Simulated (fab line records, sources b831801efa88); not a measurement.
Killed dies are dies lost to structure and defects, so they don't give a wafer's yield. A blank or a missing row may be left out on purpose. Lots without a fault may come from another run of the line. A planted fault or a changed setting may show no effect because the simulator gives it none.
fab line records | flow gf180mcu
record lots=5 wafers=15 last_day=34
route steps=602 shown M1@334 V1@335 M2@362
lots that met no fault: from a run of the same line without faults
start_h: hours from the record's first day to the start of the lot's first wafer shown | wait_h: hours since the lot's step before | " the same as in the row above | L1.1+2: a row that stands for several wafers | - no value, or no start given | * or withheld: withheld | < > ~ a bound
route shown NAME@n: a module of which the file shows steps, and the number in the route of the first | usual: mean/standard deviation of fault-free wafers | same: alike in all rows | chamber/n: place in a boat | sites: the reading at each site | _std_site: their standard deviation | _edge_site: outer sites' mean less inner sites' | radius_mm: how far each site lies from the wafer's centre | mask NAME#n: copy n | behind: the tool/chamber that last shaped the wafer | hold: why the lot was held/for how many hours/how that ended | device: the transistor (n, p or np) that didn't switch | end of line: the same wafers' tests at the end of the route | a step without rows: its recipe alone | killed: dies lost to structure and defects at the first sort, not the wafer's yield | map: a wafer's dies, x killed, . not, _ none there
set.NAME: the setting as run; set.NAME@STEP: as run at that earlier step | model.NAME: the simulator's own value behind a step, which no gauge read
lots at some steps of the route; a table a step, a row a wafer
services: from which hour (start_h, from the record's first day; less than 0 if before it) a tool's chamber was out of use, for how many hours, and why
## steps
# step GF_M1_CLEAN_19
# recipe chemistry=DIW dry=n2_spin
# columns lot.wafer tool chamber start_h wait_h
L077.1+4+5 wet_bench-02 3 408.62 0.0
L079.1+4+5 wet_bench-02 3 428.02 0.0
L080.3+5+6 wet_bench-02 2 441.08 0.0
L083.4+5+6 wet_bench-02 3 471.93 0.0
L096.1+4+6 wet_bench-01 3 579.31 0.0
# step GF_V1_CVD_00
# recipe material=SiO2 target_thk_nm=600 sigma_open_frac=0.3 temp_c=400 time_s=100 sih4_flow_sccm=60 pressure_mtorr=6
# usual sih4_flow_sccm=60.01/0.18
# columns lot.wafer tool chamber start_h wait_h sih4_flow_sccm
L077.1 hdpcvd-02 1 408.71 0.0 60.21
L077.4 " 0 " " 59.94
L077.5 " 2 " " 59.96
L079.1 hdpcvd-02 0 428.12 0.0 60.11
L079.4 " 2 " " 59.85
L079.5 " 1 " " 60.08
L080.3 hdpcvd-02 2 441.18 0.0 60.01
L080.5 " 2 " " 59.68
L080.6 " 1 " " 60.08
L083.4 hdpcvd-01 2 472.07 0.0 59.73
L083.5 " 0 " " 60.15
L083.6 " 1 " " 59.74
L096.1 hdpcvd-02 1 579.40 0.0 59.98
L096.4 " 1 " " 60.28
L096.6 " 2 " " 60.23
# step GF_V1_THK_MEAS_01
# recipe reads=SiO2_of_V1_CVD_00
# usual V1_CVD_00_THK=598/5.2
# columns lot.wafer tool chamber start_h wait_h V1_CVD_00_THK[nm]
L077.1 film_metro-02 - 408.78 0.0 600
L077.4 " - " " 606
L077.5 " - " " 598
L079.1 film_metro-02 - 428.19 0.0 598
L079.4 " - " " 590
L079.5 " - " " 599
L080.3 film_metro-02 - 441.27 0.1 593
L080.5 " - " " 596
L080.6 " - " " 596
L083.4 film_metro-01 - 472.14 0.0 598
L083.5 " - " " 596
L083.6 " - " " 597
L096.1 film_metro-01 - 579.47 0.0 593
L096.4 " - " " 600
L096.6 " - " " 593
# step GF_V1_CVD_02
# recipe material=SiO2 target_thk_nm=850 precursor=TEOS temp_c=400 time_s=94.851 rf_w=600
# usual heater_power_w=670/92
# columns lot.wafer tool chamber start_h wait_h heater_power_w
L077.1 pecvd-02 1 408.84 0.1 726
L077.4 " 2 " " 652
L077.5 " 1 " " 666
L079.1 pecvd-02 2 428.25 0.1 603
L079.4 " 1 " " 712
L079.5 " 2 " " 628
L080.3 pecvd-02 2 441.31 0.0 633
L080.5 " 1 " " 743
L080.6 " 2 " " 488
L083.4 pecvd-02 2 472.20 0.1 631
L083.5 " 1 " " 742
L083.6 " 0 " " 706
L096.1 pecvd-03 0 579.53 0.1 720
L096.4 " 2 " " 716
L096.6 " 0 " " 582
# step GF_V1_THK_MEAS_03
# recipe reads=SiO2_of_V1_CVD_02
# usual V1_CVD_02_THK=849/9.6
# columns lot.wafer tool chamber start_h wait_h V1_CVD_02_THK[nm]
L077.1 film_metro-01 - 408.95 0.1 829
L077.4 " - " " 852
L077.5 " - " " 847
L079.1 film_metro-01 - 428.32 0.0 854
L079.4 " - " " 855
L079.5 " - " " 865
L080.3 film_metro-01 - 441.40 0.1 862
L080.5 " - " " 860
L080.6 " - " " 858
L083.4 film_metro-01 - 472.26 0.0 861
L083.5 " - " " 862
L083.6 " - " " 860
L096.1 film_metro-03 - 579.60 0.0 839
L096.4 " - " " 856
L096.6 " - " " 852
# step GF_V1_CMP_04
# recipe material=SiO2 down_force_psi=4 platen_rpm=60 pad_velocity_m_s=0.94248
# usual motor_current_A=11.1/0.7 retaining_ring_pressure_frac=1.001/0.0046 time_to_endpoint_s=81/4.2
# columns lot.wafer tool chamber start_h wait_h motor_current_A retaining_ring_pressure_frac time_to_endpoint_s
L077.1 cmp-02 0 409.06 0.1 10.5 0.996 71
L077.4 " 2 " " 12.4 1.003 80
L077.5 " 3 " " 10.2 1.003 78
L079.1 cmp-02 2 428.43 0.1 11.3 0.991 81
L079.4 " 3 " " 10.3 0.998 80
L079.5 " 1 " " 11.1 0.996 86
L080.3 cmp-01 2 441.49 0.1 12.1 1.002 86
L080.5 " 1 " " 11.4 0.993 87
L080.6 " 2 " " 11.7 1.008 83
L083.4 cmp-01 0 472.29 0.0 9.3 0.995 80
L083.6 " 0 " " 9.8 1.001 80
L083.5 " 1 " " 12.2 1.006 84
L096.1 cmp-02 2 579.76 0.1 11.4 1.001 84
L096.4 " 3 " " 9.9 1.006 85
L096.6 " 0 " " 10.7 1.002 85
# step GF_V1_BOW_MEAS_05
# recipe mode=bow
# usual V1_BOW=81/7.9
# columns lot.wafer tool chamber start_h wait_h V1_BOW[um]
L077.1 film_metro-01 - 409.31 0.2 72
L077.4 " - " " 72
L077.5 " - " " 71
L079.1 film_metro-03 - 428.68 0.2 79
L079.4 " - " " 85
L079.5 " - " " 94
L080.3 film_metro-03 - 441.78 0.2 78
L080.5 " - " " 80
L080.6 " - " " 94
L083.4 film_metro-03 - 472.65 0.3 76
L083.5 " - " " 77
L083.6 " - " " 87
L096.1 film_metro-03 - 579.96 0.1 69
L096.4 " - " " 80
L096.6 " - " " 82
# step GF_V1_DEHYDRATE_06
# recipe temp_c=200 time_s=60
# columns lot.wafer tool chamber start_h wait_h
L077.1+4+5 litho_track-04 0 421.06 11.7
L079.1+4+5 litho_track-03 0 440.52 11.8
L080.3+5+6 litho_track-01 0 453.39 11.6
L083.4+5+6 litho_track-04 0 483.69 11.0
L096.1+4+6 litho_track-04 0 589.91 9.9
# step GF_V1_HMDS_07
# recipe prime_time_s=60 prime_temp_c=120
# columns lot.wafer tool chamber start_h wait_h
L077.1+4+5 litho_track-04 0 421.21 0.1
L079.1+4+5 litho_track-03 0 440.67 0.1
L080.3+5+6 litho_track-01 0 453.54 0.1
L083.4+5+6 litho_track-04 0 483.84 0.1
L096.1+4+6 litho_track-04 0 590.06 0.1
# step GF_V1_COAT_08
# recipe resist=BARC temp_c=withheld time_s=withheld spin_rpm=withheld resist_thk_nm=withheld
# columns lot.wafer tool chamber start_h wait_h
L077.1+4+5 litho_track-04 0 421.36 0.1
L079.1+4+5 litho_track-03 0 440.82 0.1
L080.3+5+6 litho_track-01 0 453.69 0.1
L083.4+5+6 litho_track-04 0 483.99 0.1
L096.1+4+6 litho_track-04 0 590.21 0.1
# step GF_V1_COAT_09
# recipe resist=KrF spin_rpm=withheld resist_thk_nm=1000
# columns lot.wafer tool chamber start_h wait_h
L077.1+4+5 litho_track-04 0 - -
L079.1+4+5 litho_track-03 0 - -
L080.3+5+6 litho_track-01 0 - -
L083.4+5+6 litho_track-04 0 - -
L096.1+4+6 litho_track-04 0 - -
# step GF_V1_SOFTBAKE_10
# recipe temp_c=130 time_s=60 resist=KrF
# columns lot.wafer tool chamber start_h wait_h
L077.1+4+5 litho_track-04 0 - -
L079.1+4+5 litho_track-03 0 - -
L080.3+5+6 litho_track-01 0 - -
L083.4+5+6 litho_track-04 0 - -
L096.1+4+6 litho_track-04 0 - -
# step GF_V1_EXPOSE_11
# recipe mask_id=Via1 target_cd_nm=260 na=0.68 source_shape=conventional sigma_outer=0.6 dose_mj=38
# columns lot.wafer tool chamber start_h wait_h mask
L077.1+4+5 krf_scanner-02 0 - - Via1#0
L079.1+4+5 krf_scanner-02 0 - - Via1#0
L080.3+5+6 krf_scanner-02 0 - - Via1#0
L083.4+5+6 krf_scanner-02 0 - - Via1#0
L096.1+4+6 krf_scanner-01 0 - - Via1#0
# step GF_V1_PEB_12
# recipe peb_temp_c=135 peb_time_s=90 resist=KrF
# columns lot.wafer tool chamber start_h wait_h
L077.1+4+5 litho_track-01 0 - -
L079.1+4+5 litho_track-01 0 - -
L080.3+5+6 litho_track-03 0 - -
L083.4+5+6 litho_track-01 0 - -
L096.1+4+6 litho_track-03 0 - -
# step GF_V1_DEVELOP_13
# recipe develop_time_s=60 resist=KrF dev_temp_c=21
# columns lot.wafer tool chamber start_h wait_h
L077.1+4+5 litho_track-01 0 433.44 0.2
L079.1+4+5 litho_track-01 0 453.19 0.2
L080.3+5+6 litho_track-03 0 466.02 0.1
L083.4+5+6 litho_track-01 0 496.41 0.1
L096.1+4+6 litho_track-03 0 601.22 0.2
# step GF_V1_CD_MEAS_14
# recipe target_cd_nm=260
# usual cd_nm=259.8/1.1
# columns lot.wafer tool chamber start_h wait_h cd_nm
L077.1 cd_sem-02 - 433.59 0.1 258.7
L077.4 " - " " 258.2
L077.5 " - " " 259.3
L079.1 cd_sem-02 - 453.34 0.1 261.3
L079.4 " - " " 260.8
L079.5 " - " " 259.4
L080.3 cd_sem-02 - 466.16 0.1 259.9
L080.5 " - " " 260.8
L080.6 " - " " 261.9
L083.4 cd_sem-02 - 496.55 0.1 260.1
L083.5 " - " " 258.9
L083.6 " - " " 259.0
L096.1 cd_sem-02 - 601.37 0.1 258.2
L096.4 " - " " 259.0
L096.6 " - " " 259.4
# step GF_V1_OVL_MEAS_15
# usual V1_OVL=-2/4.8
# columns lot.wafer tool chamber start_h wait_h V1_OVL[nm]
L077.1 overlay-02 - 433.71 0.1 -4
L077.4 " - " " 0
L077.5 " - " " -1
L079.1 overlay-01 - 453.46 0.1 0
L079.4 " - " " 4
L079.5 " - " " 5
L080.3 overlay-01 - 466.26 0.1 -6
L080.5 " - " " 2
L080.6 " - " " -2
L083.4 overlay-01 - 496.63 0.1 -1
L083.5 " - " " 2
L083.6 " - " " 3
L096.1 overlay-02 - 601.49 0.1 -6
L096.4 " - " " -5
L096.6 " - " " -5
# step GF_V1_ETCH_16
# recipe chemistry=N2/H2 target_depth_a=withheld overetch_a=withheld time_s=withheld target=BARC ion_energy_ev=200 source_w=500 bias_w=100 pressure_mtorr=30 n2_flow_sccm=100 h2_flow_sccm=200
# usual drypump_motor_current_A=5.7/0.34 oes_product_au=0.856/0.0048 throttle_valve_pct=13.225/0.0094
# columns lot.wafer tool chamber start_h wait_h drypump_motor_current_A oes_product_au throttle_valve_pct
L077.1 rie_diel-02 2 433.75 0.0 6.5 0.867 13.228
L077.4 " 1 " " 5.4 0.855 13.230
L077.5 " 0 " " 5.2 0.851 13.209
L079.1 rie_diel-04 2 453.50 0.0 5.6 0.854 13.228
L079.4 " 2 " " 5.6 0.861 13.212
L079.5 " 1 " " 5.5 0.854 13.237
L080.3 rie_diel-02 0 466.28 0.0 5.2 0.853 13.220
L080.5 " 1 " " 5.4 0.853 13.228
L080.6 " 2 " " 6.5 0.861 13.234
L083.4 rie_diel-04 0 496.65 0.0 5.5 0.853 13.218
L083.5 " 3 " " 5.8 0.855 13.232
L083.6 " 0 " " 5.5 0.860 13.239
L096.1 rie_diel-04 2 601.53 0.0 5.6 0.853 13.243
L096.4 " 0 " " 5.5 0.860 13.232
L096.6 " 0 " " 5.5 0.854 13.232
# step GF_V1_ETCH_17
# recipe chemistry=C4F8/O2/Ar mask_material=KrF target=SiO2 stop_on=TiN source_w=1500 bias_w=1200 pressure_mtorr=40 c4f8_flow_sccm=withheld O2_flow_sccm=6 Ar_flow_sccm=300 time_s=withheld target_depth_a=6300
# usual oes_product_au=0.856/0.0046
# columns lot.wafer tool chamber start_h wait_h oes_product_au
L077.1 rie_diel-02 2 - - 0.859
L077.4 " 1 " " 0.853
L077.5 " 0 " " 0.855
L079.1 rie_diel-04 2 - - 0.851
L079.4 " 2 " " 0.855
L079.5 " 1 " " 0.863
L080.3 rie_diel-02 0 - - 0.864
L080.5 " 1 " " 0.862
L080.6 " 2 " " 0.853
L083.4 rie_diel-04 0 - - 0.860
L083.5 " 3 " " 0.854
L083.6 " 0 " " 0.860
L096.1 rie_diel-04 2 - - 0.861
L096.4 " 0 " " 0.852
L096.6 " 0 " " 0.862
# step GF_V1_STRIP_18
# recipe chemistry=O2/N2 power_w=1400 pressure_mtorr=1500 platen_temp_c=250 o2_flow_sccm=3000 n2_flow_sccm=300 overash_fraction=0.5
# usual drypump_motor_current_A=5.5/0.64 heater_power_w=340/13 oes_product_au=0.593/0.0044
# columns lot.wafer tool chamber start_h wait_h drypump_motor_current_A heater_power_w oes_product_au rf_hours_counter_h
L077.1 plasma_asher-03 0 433.88 - 6.5 326 0.588 64
L077.4 " 0 " " 6.6 320 0.598 -
L077.5 " 0 " " 6.6 322 0.596 -
L079.1 plasma_asher-02 1 453.63 - 5.4 339 0.598 34
L079.4 " 1 " " 5.4 343 0.591 -
L079.5 " 0 " " 5.5 340 0.586 -
L080.3 plasma_asher-02 0 466.44 - 5.5 342 0.595 -
L080.5 " 0 " " 5.5 346 0.595 -
L080.6 " 1 " " 5.4 339 0.596 -
L083.4 plasma_asher-03 0 496.81 - 6.5 318 0.595 -
L083.5 " 1 " " 4.8 359 0.585 -
L083.6 " 0 " " 6.5 321 0.594 -
L096.1 plasma_asher-02 0 601.66 - 5.6 345 0.588 50
L096.4 " 0 " " 5.5 351 0.586 -
L096.6 " 0 " " 5.5 347 0.586 -
# step GF_V1_STRIP_19
# recipe chemistry=post_etch_residue_remover time_s=1200 temp_c=72.5
# usual temp_c=72.51/0.12
# columns lot.wafer tool chamber start_h wait_h temp_c
L077.1 wet_bench-03 2 433.98 0.1 72.59
L077.4 " 2 " " 72.50
L077.5 " 2 " " 72.45
L079.1 wet_bench-03 0 453.73 0.1 72.68
L079.4 " 0 " " 72.66
L079.5 " 0 " " 72.77
L080.3 wet_bench-03 3 466.51 0.0 72.42
L080.5 " 3 " " 72.64
L080.6 " 3 " " 72.63
L083.4 wet_bench-01 0 496.87 0.0 72.48
L083.5 " 0 " " 72.35
L083.6 " 0 " " 72.40
L096.1 wet_bench-03 3 601.76 0.1 72.49
L096.4 " 3 " " 72.41
L096.6 " 3 " " 72.61
# step GF_V1_CLEAN_20
# recipe chemistry=DIW dry=n2_spin
# columns lot.wafer tool chamber start_h wait_h
L077.1+4+5 wet_bench-01 1 434.32 0.0
L079.1+4+5 wet_bench-04 3 454.07 0.0
L080.3+5+6 wet_bench-04 3 466.85 0.0
L083.4+5+6 wet_bench-04 2 497.22 0.0
L096.1+4+6 wet_bench-04 0 602.10 0.0
# step GF_V1_SPUTTER_21
# recipe material=Ti target_thk_nm=15 chamber_pressure_pa=5 power_w=2500 substrate_temp_c=200 time_s=80.02
# usual substrate_temp_c=200.00/0.18 throttle_valve_pct=29.7/1.1
# columns lot.wafer tool chamber start_h wait_h substrate_temp_c throttle_valve_pct
L077.1 pvd_sputter-02 - 434.42 0.0 200.05 30.8
L077.4 " - " " 199.98 30.9
L077.5 " - " " 199.76 30.7
L079.1 pvd_sputter-04 - 454.16 0.0 200.17 29.4
L079.4 " - " " 200.02 28.7
L079.5 " - " " 199.97 29.3
L080.3 pvd_sputter-03 - 466.96 0.0 199.75 30.5
L080.5 " - " " 199.98 27.7
L080.6 " - " " 199.71 30.1
L083.4 pvd_sputter-04 - 497.31 0.0 199.95 30.1
L083.5 " - " " 200.12 30.1
L083.6 " - " " 199.79 28.8
L096.1 pvd_sputter-02 - 602.20 0.0 200.04 30.7
L096.4 " - " " 200.23 30.8
L096.6 " - " " 200.28 30.8
# step GF_V1_SPUTTER_22
# recipe material=TiN target_thk_nm=10 chamber_pressure_pa=5 power_w=4000 time_s=40
# usual throttle_valve_pct=29.7/1.1
# columns lot.wafer tool chamber start_h wait_h throttle_valve_pct
L077.1 pvd_sputter-02 - 434.49 0.0 30.7
L077.4 " - " " 30.7
L077.5 " - " " 30.7
L079.1 pvd_sputter-04 - 454.22 0.0 29.3
L079.4 " - " " 28.5
L079.5 " - " " 29.4
L080.3 pvd_sputter-03 - 467.02 0.0 30.3
L080.5 " - " " 27.7
L080.6 " - " " 30.1
L083.4 pvd_sputter-04 - 497.37 0.0 30.3
L083.5 " - " " 30.2
L083.6 " - " " 28.4
L096.1 pvd_sputter-02 - 602.27 0.0 30.6
L096.4 " - " " 30.6
L096.6 " - " " 30.7
# step GF_V1_CVD_23
# recipe material=W target_thk_nm=350 time_s=105.05 temp_c=400 pressure_torr=40
# usual heater_power_w=809/50
# columns lot.wafer tool chamber start_h wait_h heater_power_w
L077.1 cvd_w-02 1 434.53 0.0 739
L077.4 " 1 " " 737
L077.5 " 0 " " 886
L079.1 cvd_w-02 0 454.26 0.0 865
L079.4 " 0 " " 870
L079.5 " 0 " " 864
L080.3 cvd_w-01 1 467.10 0.1 830
L080.5 " 1 " " 826
L080.6 " 0 " " 812
L083.4 cvd_w-01 1 497.45 0.1 813
L083.5 " 0 " " 819
L083.6 " 1 " " 788
L096.1 cvd_w-02 0 602.31 0.0 888
L096.4 " 1 " " 720
L096.6 " 1 " " 725
# step GF_V1_RS_MEAS_24
# recipe thk_meas_gauge=four-point-probe reads=W_of_V1_CVD_23+TiN_of_V1_SPUTTER_22+Ti_of_V1_SPUTTER_21
# usual V1_W_RS=0.3266/0.0029
# columns lot.wafer tool chamber start_h wait_h V1_W_RS[ohm/sq]
L077.1 film_metro-03 - 434.64 0.1 0.3291
L077.4 " - " " 0.3305
L077.5 " - " " 0.3299
L079.1 film_metro-01 - 454.37 0.1 0.3274
L079.4 " - " " 0.3251
L079.5 " - " " 0.3255
L080.3 film_metro-01 - 467.21 0.1 0.3262
L080.5 " - " " 0.3327
L080.6 " - " " 0.3288
L083.4 film_metro-03 - 497.58 0.1 0.3288
L083.5 " - " " 0.3321
L083.6 " - " " 0.3298
L096.1 film_metro-01 - 602.42 0.1 0.3247
L096.4 " - " " 0.3234
L096.6 " - " " 0.3227
# step GF_V1_THK_MEAS_25
# recipe thk_meas_gauge=xrf reads=W_of_V1_CVD_23
# usual V1_W_THK=362/4.4
# columns lot.wafer tool chamber start_h wait_h V1_W_THK[nm]
L077.1 film_metro-03 - 434.76 0.1 360
L077.4 " - " " 356
L077.5 " - " " 357
L079.1 film_metro-01 - 454.49 0.1 353
L079.4 " - " " 358
L079.5 " - " " 355
L080.3 film_metro-01 - 467.31 0.1 359
L080.5 " - " " 350
L080.6 " - " " 354
L083.4 film_metro-03 - 497.67 0.1 361
L083.5 " - " " 354
L083.6 " - " " 354
L096.1 film_metro-01 - 602.54 0.1 361
L096.4 " - " " 361
L096.6 " - " " 363
# step GF_V1_CMP_26
# recipe stop_on=SiO2 down_force_psi=3.5 platen_rpm=60 t_overpolish_s=15 target_thk_nm=0 pad_velocity_m_s=0.94248
# usual motor_current_A=10.2/0.68 overpolish_run_s=15.000/0.0091 retaining_ring_pressure_frac=0.999/0.0047 time_to_endpoint_s=85.0/2.5
# columns lot.wafer tool chamber start_h wait_h motor_current_A overpolish_run_s retaining_ring_pressure_frac time_to_endpoint_s
L077.1 cmp-01 0 434.82 0.1 8.9 14.992 0.996 80.8
L077.4 " 3 " " 9.8 14.998 1.002 86.4
L077.5 " 1 " " 10.5 14.994 1.012 84.6
L079.4 cmp-01 0 454.60 0.1 9.9 15.003 0.990 83.6
L079.1 " 2 " " 10.8 14.998 0.996 86.0
L079.5 " 3 " " 10.0 14.990 0.995 88.1
L080.3 cmp-01 1 467.35 0.0 10.6 14.999 1.004 90.0
L080.6 " 1 " " 10.6 14.991 1.003 88.4
L080.5 " 2 " " 10.6 15.014 0.995 81.8
L083.4 cmp-01 3 497.80 0.1 10.2 14.999 1.003 86.7
L083.5 " 1 " " 10.7 15.011 0.998 91.3
L083.6 " 2 " " 11.3 14.979 0.991 86.2
L096.1 cmp-02 1 602.65 0.1 10.5 14.996 0.996 86.0
L096.4 " 2 " " 11.1 15.000 1.006 87.1
L096.6 " 0 " " 9.5 14.996 0.989 84.5
# step GF_M2_SPUTTER_00
# recipe material=Ti target_thk_nm=37.5 arriving_ion_energy_ev=80 substrate_temp_c=200 chamber_pressure_pa=2 power_w=4000 time_s=150
# usual substrate_temp_c=200.01/0.16 throttle_valve_pct=30.1/0.99
# columns lot.wafer tool chamber start_h wait_h substrate_temp_c throttle_valve_pct
L077.1 pvd_sputter-01 - 435.12 0.2 200.03 29.8
L077.4 " - " " 200.18 28.7
L077.5 " - " " 200.24 28.9
L079.1 pvd_sputter-02 - 454.85 0.1 199.95 30.7
L079.4 " - " " 200.01 32.1
L079.5 " - " " 199.70 30.6
L080.3 pvd_sputter-02 - 467.65 0.2 199.99 30.8
L080.5 " - " " 200.32 30.6
L080.6 " - " " 200.26 30.8
L083.4 pvd_sputter-02 - 498.00 0.1 200.14 30.6
L083.5 " - " " 199.82 31.9
L083.6 " - " " 199.83 30.6
L096.1 pvd_sputter-04 - 602.90 0.2 199.88 30.5
L096.4 " - " " 199.90 29.5
L096.6 " - " " 199.78 29.5
# step GF_M2_SPUTTER_01
# recipe material=TiN target_thk_nm=30 power_w=6500 time_s=25 chamber_pressure_pa=0.4
# usual throttle_valve_pct=30.1/1
# columns lot.wafer tool chamber start_h wait_h throttle_valve_pct
L077.1 pvd_sputter-01 - 435.22 0.1 29.7
L077.4 " - " " 28.9
L077.5 " - " " 29.1
L079.1 pvd_sputter-02 - 454.96 0.1 30.4
L079.4 " - " " 32.1
L079.5 " - " " 30.7
L080.3 pvd_sputter-02 - 467.76 0.1 30.6
L080.5 " - " " 30.6
L080.6 " - " " 30.9
L083.4 pvd_sputter-02 - 498.11 0.1 30.9
L083.5 " - " " 32.0
L083.6 " - " " 30.7
L096.1 pvd_sputter-04 - 603.00 0.1 30.3
L096.4 " - " " 29.2
L096.6 " - " " 29.5
# step GF_M2_SPUTTER_02
# recipe material=AlCu target_thk_nm=450 power_w=10600 time_s=23.9 chamber_pressure_pa=0.4
# usual throttle_valve_pct=30.1/1
# columns lot.wafer tool chamber start_h wait_h throttle_valve_pct
L077.1 pvd_sputter-01 - 435.25 0.0 29.8
L077.4 " - " " 28.8
L077.5 " - " " 29.1
L079.1 pvd_sputter-02 - 455.00 0.0 30.5
L079.4 " - " " 32.1
L079.5 " - " " 30.5
L080.3 pvd_sputter-02 - 467.80 0.0 30.5
L080.5 " - " " 31.0
L080.6 " - " " 30.8
L083.4 pvd_sputter-02 - 498.15 0.0 30.8
L083.5 " - " " 32.3
L083.6 " - " " 30.6
L096.1 pvd_sputter-04 - 603.03 0.0 30.2
L096.4 " - " " 29.2
L096.6 " - " " 29.3
# step GF_M2_SPUTTER_03
# recipe material=Ti target_thk_nm=10 substrate_temp_c=300 chamber_pressure_pa=0.3 power_w=3000 time_s=6.7
# usual substrate_temp_c=300.03/0.21 throttle_valve_pct=30.1/1
# columns lot.wafer tool chamber start_h wait_h substrate_temp_c throttle_valve_pct
L077.1 pvd_sputter-01 - 435.28 0.0 300.45 29.5
L077.4 " - " " 300.29 28.9
L077.5 " - " " 299.92 28.5
L079.1 pvd_sputter-02 - 455.03 0.0 300.21 30.7
L079.4 " - " " 299.88 32.1
L079.5 " - " " 299.99 30.5
L080.3 pvd_sputter-02 - 467.83 0.0 299.47 30.6
L080.5 " - " " 299.84 30.8
L080.6 " - " " 300.02 31.1
L083.4 pvd_sputter-02 - 498.18 0.0 299.93 30.8
L083.5 " - " " 299.77 31.9
L083.6 " - " " 300.29 30.8
L096.1 pvd_sputter-04 - 603.06 0.0 300.01 30.2
L096.4 " - " " 299.97 29.3
L096.6 " - " " 299.93 29.3
# step GF_M2_SPUTTER_04
# recipe material=TiN target_thk_nm=50 power_w=6500 time_s=41.7 chamber_pressure_pa=0.4
# usual throttle_valve_pct=30.1/1
# columns lot.wafer tool chamber start_h wait_h throttle_valve_pct
L077.1 pvd_sputter-01 - 435.30 0.0 29.4
L077.4 " - " " 28.7
L077.5 " - " " 29.3
L079.1 pvd_sputter-02 - 455.05 0.0 30.9
L079.4 " - " " 32.1
L079.5 " - " " 30.8
L080.3 pvd_sputter-02 - 467.86 0.0 30.4
L080.5 " - " " 30.6
L080.6 " - " " 30.9
L083.4 pvd_sputter-02 - 498.20 0.0 30.8
L083.5 " - " " 32.3
L083.6 " - " " 30.6
L096.1 pvd_sputter-04 - 603.08 0.0 30.1
L096.4 " - " " 29.5
L096.6 " - " " 29.4
# step GF_M2_RS_MEAS_05
# recipe thk_meas_gauge=four-point-probe reads=TiN_of_M2_SPUTTER_04+Ti_of_M2_SPUTTER_03+AlCu_of_M2_SPUTTER_02+TiN_of_M2_SPUTTER_01+Ti_of_M2_SPUTTER_00
# usual M2_ALCU_RS=0.0696/0.00051
# columns lot.wafer tool chamber start_h wait_h M2_ALCU_RS[ohm/sq]
L077.1 film_metro-04 - 435.34 0.0 0.0698
L077.4 " - " " 0.0700
L077.5 " - " " 0.0698
L079.1 film_metro-04 - 455.10 0.0 0.0699
L079.4 " - " " 0.0701
L079.5 " - " " 0.0701
L080.3 film_metro-04 - 467.94 0.1 0.0698
L080.5 " - " " 0.0694
L080.6 " - " " 0.0691
L083.4 film_metro-03 - 498.31 0.1 0.0701
L083.5 " - " " 0.0702
L083.6 " - " " 0.0704
L096.1 film_metro-02 - 603.12 0.0 0.0695
L096.4 " - " " 0.0697
L096.6 " - " " 0.0690
# step GF_M2_THK_MEAS_06
# recipe thk_meas_gauge=xrf reads=AlCu_of_M2_SPUTTER_02
# usual M2_ALCU_THK=450/3.6
# columns lot.wafer tool chamber start_h wait_h M2_ALCU_THK[nm]
L077.1 film_metro-04 - 435.46 0.1 453
L077.4 " - " " 449
L077.5 " - " " 447
L079.1 film_metro-04 - 455.22 0.1 445
L079.4 " - " " 446
L079.5 " - " " 448
L080.3 film_metro-04 - 468.04 0.1 450
L080.5 " - " " 453
L080.6 " - " " 456
L083.4 film_metro-03 - 498.40 0.1 447
L083.5 " - " " 449
L083.6 " - " " 446
L096.1 film_metro-02 - 603.24 0.1 450
L096.4 " - " " 449
L096.6 " - " " 451
# step GF_M2_DEHYDRATE_07
# recipe temp_c=200 time_s=60
# columns lot.wafer tool chamber start_h wait_h
L077.1+4+5 litho_track-01 0 447.19 11.7
L079.1+4+5 litho_track-01 0 466.64 11.4
L080.3+5+6 litho_track-03 0 479.02 11.0
L083.4+5+6 litho_track-02 0 509.22 10.8
L096.1+4+6 litho_track-03 0 612.82 9.6
# step GF_M2_HMDS_08
# recipe prime_time_s=60 prime_temp_c=120
# columns lot.wafer tool chamber start_h wait_h
L077.1+4+5 litho_track-01 0 447.34 0.1
L079.1+4+5 litho_track-01 0 466.79 0.1
L080.3+5+6 litho_track-03 0 479.17 0.1
L083.4+5+6 litho_track-02 0 509.37 0.1
L096.1+4+6 litho_track-03 0 612.97 0.1
# step GF_M2_COAT_09
# recipe resist=KrF spin_rpm=withheld resist_thk_nm=1000
# columns lot.wafer tool chamber start_h wait_h
L077.1+4+5 litho_track-01 0 447.49 0.1
L079.1+4+5 litho_track-01 0 466.94 0.1
L080.3+5+6 litho_track-03 0 479.32 0.1
L083.4+5+6 litho_track-02 0 509.52 0.1
L096.1+4+6 litho_track-03 0 613.12 0.1
## services
# columns tool chamber start_h hours kind
rie_diel-02 2 391.05 5.2 repair
pecvd-02 0 402.31 21.6 repair
cmp-01 - 404.06 4.0 pm
rie_diel-04 - 407.18 14.6 pm
hdpcvd-02 - 407.77 0.6 repair
cmp-01 - 410.49 9.4 repair
pecvd-02 2 416.79 4.2 repair
cmp-01 - 418.36 1.8 repair
cmp-02 - 420.12 4.7 pm
pvd_sputter-04 - 435.01 12.1 repair
pvd_sputter-01 - 436.85 4.1 repair
cmp-01 - 444.13 6.1 repair
pvd_sputter-02 - 457.48 4.7 repair
pvd_sputter-04 - 458.59 4.8 repair
cmp-01 - 459.42 2.5 repair
cmp-01 - 481.08 0.6 repair
rie_diel-04 1 503.48 11.3 repair
cmp-01 - 519.13 3.9 repair
pvd_sputter-02 - 543.39 2.8 repair
cmp-01 - 551.22 0.7 repair
cmp-01 - 564.64 0.7 repair
pvd_sputter-02 - 567.98 2.4 repair
rie_diel-04 - 583.39 2.8 pm
pvd_sputter-04 - 603.30 2.9 repair
## key
fault none
